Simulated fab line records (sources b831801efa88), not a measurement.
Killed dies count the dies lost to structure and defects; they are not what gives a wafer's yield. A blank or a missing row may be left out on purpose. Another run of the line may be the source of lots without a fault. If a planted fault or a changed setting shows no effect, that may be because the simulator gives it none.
fab line records	flow gf180mcu
[record] lots = 14	wafers = 42	last-day = 34
route steps=602 shown HV_LDD@211 CONTACT@292 M1@332
lots untouched by any fault: they come from a run of this same line in which no faults occurred
start-h: start of the lot's first displayed wafer, in hours after the record's first day	wait-h: hours from the lot's prior step to this one	" the same as in the row above	L1.1+2: several wafers, shown together as one row	- value missing, or start not given	* or withheld: withheld	< > ~ a bound
route shown NAME@n: a module of which the file shows steps, and the number in the route of the first	usual: the fault-free wafers' mean and standard deviation	same: alike in all rows	chamber/n: place in a boat	sites: each site's reading	_std_site: how widely they spread, as a standard deviation	_edge_site: the outer-site mean with the inner-site mean subtracted	radius-mm: how far each site lies from the wafer's centre	mask NAME#n: copy n	behind: the tool/chamber that last shaped the wafer	hold: the reason the lot was held/the length of the hold in hours/how it ended	device: transistor that didn't switch, given as n, p or np	end of line: the same wafers' tests at the end of the route	step lacking rows: just its recipe	killed: not the wafer's yield, but the dies lost to structure and defects at the first sort	map: a wafer's dies, x killed, . not, _ none there
set.NAME: the setting the step ran with; set.NAME@STEP: the setting that earlier step ran with	model.NAME: the simulator's own value behind a step, which no gauge read
route steps across a sampled set of lots; one table per step, one row per wafer
services: the hour from which a tool's chamber was out of use, counted from the record's first day as start-h (under 0 if before that day), plus the number of hours and why
[[steps]]
[step GF_HV_LDD_IMPLANT_35]
[recipe] species = P	energy-kev = 60	dose-cm2 = 7.5e+12	tilt-deg = 30	rotation-deg = 180
[usual] dose-ions-cm2 = 7.498e+12/8.9e+09	rotation-deg = 180.00/0.052
lot.wafer	tool	chamber	start-h	wait-h	dose-ions-cm2	rotation-deg
L502.1	implanter-04	0	261.11	0.1	7.499e+12	180.05
L502.3	"	0	"	"	7.493e+12	180.00
L502.5	"	0	"	"	7.485e+12	180.06
L503.2	implanter-02	0	264.09	0.1	7.488e+12	180.06
L503.3	"	0	"	"	7.51e+12	180.01
L503.6	"	0	"	"	7.505e+12	179.93
L504.2	implanter-04	0	274.19	0.1	7.513e+12	180.08
L504.3	"	0	"	"	7.5e+12	179.90
L504.5	"	0	"	"	7.514e+12	180.00
L509.1	implanter-04	0	305.71	0.1	7.508e+12	180.00
L509.2	"	0	"	"	7.496e+12	179.97
L509.3	"	0	"	"	7.505e+12	180.04
L512.1	implanter-03	0	332.56	0.1	7.492e+12	251.86
L512.4	"	0	"	"	7.484e+12	251.91
L512.5	"	0	"	"	7.502e+12	251.88
L513.1	implanter-02	0	342.87	0.1	7.507e+12	180.07
L513.4	"	0	"	"	7.496e+12	179.99
L513.6	"	0	"	"	7.494e+12	179.97
L514.1	implanter-03	0	351.81	0.1	7.493e+12	251.89
L514.2	"	0	"	"	7.497e+12	251.84
L514.3	"	0	"	"	7.498e+12	251.83
L516.2	implanter-02	0	378.29	0.1	7.507e+12	179.99
L516.4	"	0	"	"	7.487e+12	180.00
L516.5	"	0	"	"	7.499e+12	180.02
L520.3	implanter-02	0	405.40	0.1	7.489e+12	179.93
L520.5	"	0	"	"	7.51e+12	179.99
L520.6	"	0	"	"	7.505e+12	180.03
L521.2	implanter-04	0	411.19	0.1	7.495e+12	179.95
L521.3	"	0	"	"	7.499e+12	180.09
L521.6	"	0	"	"	7.497e+12	179.91
L523.1	implanter-04	0	415.85	0.1	7.487e+12	179.93
L523.3	"	0	"	"	7.488e+12	180.05
L523.5	"	0	"	"	7.489e+12	180.02
L522.1	implanter-04	0	419.61	0.1	7.499e+12	179.98
L522.3	"	0	"	"	7.494e+12	179.91
L522.5	"	0	"	"	7.488e+12	180.00
L524.1	implanter-04	0	433.11	0.1	7.507e+12	180.00
L524.3	"	0	"	"	7.498e+12	180.05
L524.5	"	0	"	"	7.508e+12	180.02
L525.2	implanter-03	0	440.64	0.1	7.494e+12	180.13
L525.3	"	0	"	"	7.486e+12	180.03
L525.5	"	0	"	"	7.499e+12	180.01
[step GF_CONTACT_BOW_MEAS_05]
[recipe] mode = bow
[usual] CONTACT_BOW = 65/6.8
lot.wafer	tool	chamber	start-h	wait-h	CONTACT_BOW[um]
L502.1	film-metro-02	-	348.61	0.2	60
L502.3	"	-	"	"	57
L502.5	"	-	"	"	65
L503.2	film-metro-02	-	352.69	0.1	70
L503.3	"	-	"	"	57
L503.6	"	-	"	"	68
L504.2	film-metro-04	-	364.10	0.2	65
L504.3	"	-	"	"	71
L504.5	"	-	"	"	67
L509.1	film-metro-04	-	399.86	0.1	65
L509.2	"	-	"	"	76
L509.3	"	-	"	"	81
L512.1	film-metro-01	-	428.66	0.1	70
L512.4	"	-	"	"	69
L512.5	"	-	"	"	62
L513.1	film-metro-02	-	440.61	0.1	72
L513.4	"	-	"	"	58
L513.6	"	-	"	"	62
L514.1	film-metro-01	-	449.77	0.1	72
L514.2	"	-	"	"	70
L514.3	"	-	"	"	65
L516.2	film-metro-04	-	479.94	0.1	68
L516.4	"	-	"	"	68
L516.5	"	-	"	"	67
L520.3	film-metro-04	-	506.49	0.3	74
L520.5	"	-	"	"	64
L520.6	"	-	"	"	69
L521.2	film-metro-02	-	514.27	0.2	61
L521.3	"	-	"	"	76
L521.6	"	-	"	"	72
L523.1	film-metro-01	-	518.11	0.2	68
L523.3	"	-	"	"	59
L523.5	"	-	"	"	67
L522.1	film-metro-04	-	521.60	0.1	64
L522.3	"	-	"	"	67
L522.5	"	-	"	"	70
L524.1	film-metro-01	-	533.16	0.1	65
L524.3	"	-	"	"	65
L524.5	"	-	"	"	56
L525.2	film-metro-04	-	541.74	0.2	70
L525.3	"	-	"	"	64
L525.5	"	-	"	"	65
[step GF_CONTACT_SPUTTER_22]
[recipe] material = Ti	target-thk-nm = 15	chamber-pressure-pa = 5	power-w = 2500	substrate-temp-c = 200	time-s = 80.02
[usual] throttle-valve-pct = 29.5/1.2
lot.wafer	tool	chamber	start-h	wait-h	throttle-valve-pct
L502.1	pvd-sputter-04	-	371.33	0.0	28.1
L502.3	"	-	"	"	29.2
L502.5	"	-	"	"	28.1
L503.2	pvd-sputter-01	-	375.71	0.0	28.2
L503.3	"	-	"	"	30.8
L503.6	"	-	"	"	29.1
L504.2	pvd-sputter-04	-	387.47	0.0	29.6
L504.3	"	-	"	"	29.1
L504.5	"	-	"	"	29.5
L509.1	pvd-sputter-01	-	424.57	0.0	31.9
L509.2	"	-	"	"	30.6
L509.3	"	-	"	"	29.0
L512.1	pvd-sputter-02	-	454.01	0.0	31.4
L512.4	"	-	"	"	29.2
L512.5	"	-	"	"	30.8
L513.1	pvd-sputter-02	-	465.77	0.0	28.2
L513.4	"	-	"	"	29.2
L513.6	"	-	"	"	28.6
L514.1	pvd-sputter-01	-	474.08	0.0	28.0
L514.2	"	-	"	"	31.4
L514.3	"	-	"	"	30.7
L516.2	pvd-sputter-02	-	503.47	0.0	28.5
L516.4	"	-	"	"	31.2
L516.5	"	-	"	"	30.7
L520.3	pvd-sputter-01	-	530.27	0.0	28.9
L520.5	"	-	"	"	30.6
L520.6	"	-	"	"	29.1
L521.2	pvd-sputter-01	-	538.22	0.0	27.9
L521.3	"	-	"	"	31.6
L521.6	"	-	"	"	28.2
L523.1	pvd-sputter-01	-	541.73	0.0	31.3
L523.3	"	-	"	"	28.1
L523.5	"	-	"	"	28.0
L522.1	pvd-sputter-04	-	544.09	0.0	28.0
L522.3	"	-	"	"	29.2
L522.5	"	-	"	"	28.0
L524.1	pvd-sputter-01	-	555.47	0.0	30.4
L524.3	"	-	"	"	31.6
L524.5	"	-	"	"	28.8
L525.2	pvd-sputter-02	-	564.32	0.0	31.4
L525.3	"	-	"	"	30.6
L525.5	"	-	"	"	31.1
[step GF_M1_STRIP_17]
[recipe] chemistry = O2/N2	power-w = 1400	pressure-mtorr = 1500	platen-temp-c = 250	o2-flow-sccm = 3043	n2-flow-sccm = 300	overash-fraction = 0.5
[usual] drypump-motor-current-A = 5.5/0.42	heater-power-w = 331/43	oes-product-au = 0.539/0.0053	strip-time-to-endpoint-s = 7.41/0.045
lot.wafer	tool	chamber	start-h	wait-h	drypump-motor-current-A	heater-power-w	oes-product-au	rf-hours-counter-h	strip-time-to-endpoint-s
L502.1	plasma-asher-01	0	395.14	0.1	5.0	295	0.546	72	7.40
L502.3	"	1	"	"	5.4	313	0.542	-	7.39
L502.5	"	1	"	"	5.4	303	0.527	-	7.36
L503.2	plasma-asher-04	1	399.51	0.2	5.6	316	0.531	58	7.38
L503.3	"	0	"	"	6.1	367	0.537	-	7.42
L503.6	"	1	"	"	5.6	324	0.534	-	7.39
L504.2	plasma-asher-01	0	411.63	0.1	5.0	295	0.540	74	7.47
L504.3	"	0	"	"	5.0	298	0.540	-	7.48
L504.5	"	0	"	"	4.9	295	0.546	-	7.42
L509.1	plasma-asher-01	0	450.59	0.1	5.0	308	0.539	79	7.37
L509.2	"	1	"	"	5.4	317	0.533	79	7.41
L509.3	"	1	"	"	5.4	314	0.544	-	7.39
L512.1	plasma-asher-04	1	479.08	0.1	5.5	328	0.539	66	7.39
L512.4	"	0	"	"	6.1	361	0.537	-	7.39
L512.5	"	0	"	"	6.2	373	0.536	-	7.35
L513.1	plasma-asher-01	0	491.01	0.2	5.0	298	0.537	83	7.45
L513.4	"	0	"	"	5.0	302	0.541	-	7.43
L513.6	"	1	"	"	5.4	312	0.543	-	7.41
L514.1	plasma-asher-02	0	499.23	0.1	6.0	338	0.542	8	7.44
L514.2	"	1	"	"	6.0	422	0.530	8	7.41
L514.3	"	0	"	"	6.0	335	0.548	-	7.43
L516.2	plasma-asher-01	0	527.71	0.1	4.9	296	0.543	88	7.51
L516.4	"	1	"	"	5.5	305	0.541	-	7.47
L516.5	"	1	"	"	5.4	313	0.539	-	7.43
L520.3	plasma-asher-01	0	553.67	0.1	5.0	293	0.541	-	7.46
L520.5	"	0	"	"	5.0	293	0.545	-	7.45
L520.6	"	1	"	"	5.4	313	0.530	-	7.36
L521.2	plasma-asher-01	0	563.29	0.1	5.0	306	0.531	92	7.37
L521.3	"	0	"	"	5.0	302	0.526	-	7.37
L521.6	"	1	"	"	5.4	313	0.537	-	7.43
L523.1	plasma-asher-01	0	564.86	0.2	4.9	294	0.547	92	7.44
L523.3	"	1	"	"	5.5	307	0.533	-	7.39
L523.5	"	0	"	"	4.9	293	0.533	-	7.35
L522.1	plasma-asher-01	0	567.53	0.1	5.0	300	0.547	93	7.47
L522.3	"	1	"	"	5.4	312	0.534	-	7.42
L522.5	"	0	"	"	5.0	298	0.550	-	7.53
L524.1	plasma-asher-02	0	578.98	0.1	6.0	331	0.539	17	7.41
L524.3	"	0	"	"	6.0	325	0.538	-	7.37
L524.5	"	1	"	"	6.0	422	0.542	-	7.41
L525.2	plasma-asher-02	0	587.38	0.1	6.0	342	0.541	18	7.35
L525.3	"	0	"	"	6.0	338	0.538	-	7.36
L525.5	"	1	"	"	6.0	424	0.537	-	7.40
[[services]]
tool	chamber	start-h	hours	kind
implanter-04	-	240.25	3.9	pm
plasma-asher-01	-	246.54	2.0	repair
plasma-asher-04	-	263.81	2.8	pm
plasma-asher-02	-	271.79	1.5	repair
implanter-03	-	271.86	6.1	pm
implanter-03	-	277.96	4.3	pm
implanter-04	-	324.32	30.0	pm
pvd-sputter-04	-	354.12	8.8	repair
implanter-04	-	354.35	2.5	pm
pvd-sputter-02	-	373.88	3.1	repair
pvd-sputter-02	-	373.91	8.9	repair
pvd-sputter-01	-	385.18	3.0	repair
implanter-03	-	415.67	0.6	repair
plasma-asher-02	-	421.25	9.0	pm
implanter-02	-	449.40	1.5	repair
pvd-sputter-01	-	457.89	2.2	repair
pvd-sputter-04	-	465.46	0.9	repair
pvd-sputter-01	-	497.32	1.1	repair
pvd-sputter-02	-	531.79	3.8	repair
pvd-sputter-04	-	531.92	3.7	repair
implanter-04	-	575.43	3.5	repair
pvd-sputter-01	-	580.42	7.6	repair
implanter-02	-	582.77	1.2	repair
implanter-04	-	586.48	1.8	repair
[[key]]
[first-sign] step = GF_HV_LDD_IMPLANT_35	reading = rotation-deg	direction = up	sigmas = 99+	usual = 180.00	struck = 251.87
effect none on later readings
met-at GF_HV_LDD_IMPLANT_35
struck-lots L512,L514
tester-left-out L512,L514
not-acting-at GF_CONTACT_BOW_MEAS_05,GF_CONTACT_SPUTTER_22,GF_M1_STRIP_17
[fault] kind = process-parameter-drift	tool = implanter-03	chamber = -	onset-h = 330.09	steps = GF_HV_LDD_IMPLANT_35	channel = rotation-deg	offset = 71.836	shape = step	end-h = 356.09	acts-in = these-recipes-only	stated = 180
// tester-left-out: of these lots the tester's yield and bins aren't shown, on N5 and GAA mostly nor the transistor test; their killed dies are dies lost to structure and defects alone, not to doping, threshold or leakage, so they don't give the yield
